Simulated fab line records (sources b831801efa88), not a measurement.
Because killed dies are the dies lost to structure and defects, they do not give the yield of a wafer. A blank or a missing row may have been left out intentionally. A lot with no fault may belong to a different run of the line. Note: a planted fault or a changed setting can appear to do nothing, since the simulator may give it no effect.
Which tool is to blame?	flow gf180mcu	15 lots, 45 wafers sampled, at 5 steps of a route of 602

WHAT THE GAUGES READ, wafer by wafer
GF_MVPSD_OVL_MEAS_07.
lot	measured	on	MVPSD_OVL (nm)
L416	day 5 01:10	overlay-02	-1.3 -2.3 -1.8
L417	day 5 07:54	overlay-01	-1.5 1.2 -2.6
L418	day 5 11:42	overlay-02	2.2 2.1 1.2
L421	day 6 06:38	overlay-01	-2.9 0.7 -0.5
L422	day 6 12:34	overlay-01	0.3 -1.7 -0.2
L423	day 6 15:21	overlay-01	-0.7 -1.2 0.3
L424	day 6 23:39	overlay-01	0.4 2.7 2.0
L425	day 7 06:13	overlay-02	1.3 2.3 -0.4
L426	day 7 08:37	overlay-02	-2.3 -0.9 -2.3
L427	day 7 18:41	overlay-01	0.4 -0.1 -0.2
L431	day 8 23:57	overlay-02	-0.7 0.0 -1.9
L432	day 9 04:04	overlay-02	-0.7 1.5 -0.6
L434	day 9 17:01	overlay-02	-0.2 -2.2 -0.1
L435	day 9 22:07	overlay-01	-1.2 -0.6 -1.5
L438	day 10 10:31	overlay-01	-3.0 -3.5 -1.3

GF_MVPSD_TW_MEAS_11.
lot	measured	on	MVPSD_TW
L416	day 5 01:36	film-metro-04	552 548 550
L417	day 5 08:20	film-metro-01	553 549 549
L418	day 5 12:08	film-metro-04	555 555 553
L421	day 6 07:04	film-metro-04	563 563 563
L422	day 6 13:00	film-metro-04	560 559 556
L423	day 6 15:47	film-metro-04	563 561 562
L424	day 7 00:05	film-metro-01	540 547 543
L425	day 7 06:39	film-metro-01	545 543 544
L426	day 7 09:04	film-metro-01	545 548 544
L427	day 7 19:10	film-metro-03	566 566 566
L431	day 9 00:23	film-metro-03	563 560 560
L432	day 9 04:29	film-metro-03	562 561 565
L434	day 9 17:27	film-metro-03	567 563 561
L435	day 9 22:34	film-metro-03	564 563 564
L438	day 10 10:58	film-metro-04	558 560 556

GF_VT_IMPLANT_OVL_MEAS_29.
lot	measured	on	VT_IMPLANT_02_OVL (nm)
L416	day 6 21:16	overlay-02	-0.9 -0.1 0.1
L417	day 7 04:01	overlay-02	0.2 -0.3 1.5
L418	day 7 09:07	overlay-02	4.1 3.8 1.9
L421	day 8 06:09	overlay-01	- - -
L422	day 8 13:17	overlay-02	- - -
L423	day 8 16:01	overlay-01	- - -
L424	day 9 01:46	overlay-01	2.5 0.8 0.4
L425	day 9 07:31	overlay-02	0.2 1.8 0.4
L426	day 9 10:59	overlay-01	2.2 2.3 4.5
L427	day 9 20:22	overlay-01	0.3 1.4 1.2
L431	day 11 05:52	overlay-01	-0.6 0.3 -1.0
L432	day 11 08:43	overlay-01	-0.6 -1.5 0.7
L434	day 11 23:47	overlay-01	0.3 0.4 3.2
L435	day 12 04:34	overlay-02	-0.6 -1.5 -1.2
L438	day 12 19:16	overlay-01	0.6 1.4 0.1

WHAT TOOL EACH LOT RAN ON (gives the tool, then ch and the chambers of the sampled wafers, and finally the start)
lot	GF_STI_ETCH_14	GF_VT_IMPLANT_COAT_24
L416	rie-si-02 ch 0,1,2, day 2 01:19	litho-track-03 ch 0, day 6 13:18
L417	rie-si-02 ch 0,1,3, day 2 06:40	litho-track-04 ch 0, day 6 20:37
L418	rie-si-01 ch 0,2,3, day 2 11:28	litho-track-02 ch 0, day 7 01:33
L421	rie-si-01 ch 1,2, day 3 04:31	litho-track-02, day 7 21:45
L422	rie-si-02 ch 1,2, day 3 08:45	litho-track-04, day 8 04:41
L423	rie-si-02 ch 0,1,2, day 3 13:34	litho-track-02, day 8 08:00
L424	rie-si-01 ch 0,3, day 3 19:01	litho-track-02 ch 0, day 8 16:48
L425	rie-si-01 ch 0,1,2, day 3 23:36	litho-track-03 ch 0, day 8 23:12
L426	rie-si-02 ch 0,1, day 4 04:09	litho-track-04 ch 0, day 9 02:07
L427	rie-si-02 ch 0,1,2, day 4 10:37	litho-track-04 ch 0, day 9 11:35
L431	rie-si-01 ch 0,3, day 5 07:05	litho-track-04 ch 0, day 10 20:19
L432	rie-si-01 ch 2,3, day 5 13:33	litho-track-04 ch 0, day 10 23:28
L434	rie-si-01 ch 0,2, day 6 03:03	litho-track-02 ch 0, day 11 14:37
L435	rie-si-02 ch 1,2,3, day 6 06:01	litho-track-02 ch 0, day 11 18:45
L438	rie-si-01 ch 2,3, day 6 18:52	litho-track-03 ch 0, day 12 09:37
- GF_STI_ETCH_14: etches Si in HBr/Cl2/O2, target depth 360 nm, time 102.9 s.
- GF_VT_IMPLANT_COAT_24: resist thk 1000 nm.

WHAT THE TOOLS THEMSELVES READ (means of the sampled wafers that have a number; where no wafer has one, the mark that the record gives instead)
GF_STI_ETCH_14.
lot	tool	drypump-motor-current-A (A)	oes-product-au (a.u.)	throttle-valve-pct (%)
L416	rie-si-02	5.7	0.992	25.654
L417	rie-si-02	5.9	0.990	25.665
L418	rie-si-01	5.9	1.000	25.661
L421	rie-si-01	5.5	1.005	25.666
L422	rie-si-02	6.1	1.000	25.657
L423	rie-si-02	5.7	0.995	25.656
L424	rie-si-01	6.3	1.001	25.647
L425	rie-si-01	5.9	0.995	25.661
L426	rie-si-02	5.5	1.000	25.651
L427	rie-si-02	5.7	0.986	25.670
L431	rie-si-01	6.2	1.008	25.659
L432	rie-si-01	5.6	0.994	25.665
L434	rie-si-01	6.3	1.009	25.653
L435	rie-si-02	6.2	0.998	25.666
L438	rie-si-01	5.6	1.002	25.658

GF_VT_IMPLANT_COAT_24.
lot	tool	chill-plate-temp-C (C)	dispense-pressure-kPa (kPa)
L416	litho-track-03	23.00	50.4
L417	litho-track-04	23.07	55.8
L418	litho-track-02	23.12	51.7
L421	litho-track-02	-	-
L422	litho-track-04	-	-
L423	litho-track-02	-	-
L424	litho-track-02	22.88	51.8
L425	litho-track-03	22.97	50.4
L426	litho-track-04	23.00	55.8
L427	litho-track-04	23.03	55.8
L431	litho-track-04	23.01	55.8
L432	litho-track-04	23.04	55.8
L434	litho-track-02	22.98	51.8
L435	litho-track-02	22.90	51.8
L438	litho-track-03	23.02	50.4

THE ANSWER, worked out from the rows above alone
Rule: usual is defined by the lots themselves. The widest of any qualifying gaps counts: lots, ordered by their means at a reading, are off when they make up no more than a third of the lots, leave a main group of 4 or more, and stand apart from it by 3 or more times the standard deviation of that group's means. The tables above print the reading to a certain number of digits; a main group whose means all agree to those digits is not used. Also off: a lot with no number at a reading for which 4 or more lots have one. All remaining lots with rows at the step are treated as sound. Order of review: gauges by route order, followed by the tools' own readings, for which a lot's mean as printed above is used. The first step at which some lot is off is used, and at that step the reading that is off furthest; a lot without a number counts as furthest.
Off: L421, L422, L423, at GF_VT_IMPLANT_OVL_MEAS_29 (VT_IMPLANT_02_OVL). Without a number there: L421, L422, L423. The main group: mean 0.8 nm, standard deviation 1.3.
A tool fits if, at a process step before that reading, it ran every lot that is off, and no sound lot after the first of them. Not tried: the gauges at GF_VT_IMPLANT_OVL_MEAS_29; whatever is off there is also off at GF_VT_IMPLANT_COAT_24, on other tools, and gauge error can't account for it. Not one of the candidates tried fits.

WHAT THE SIMULATOR PUT IN
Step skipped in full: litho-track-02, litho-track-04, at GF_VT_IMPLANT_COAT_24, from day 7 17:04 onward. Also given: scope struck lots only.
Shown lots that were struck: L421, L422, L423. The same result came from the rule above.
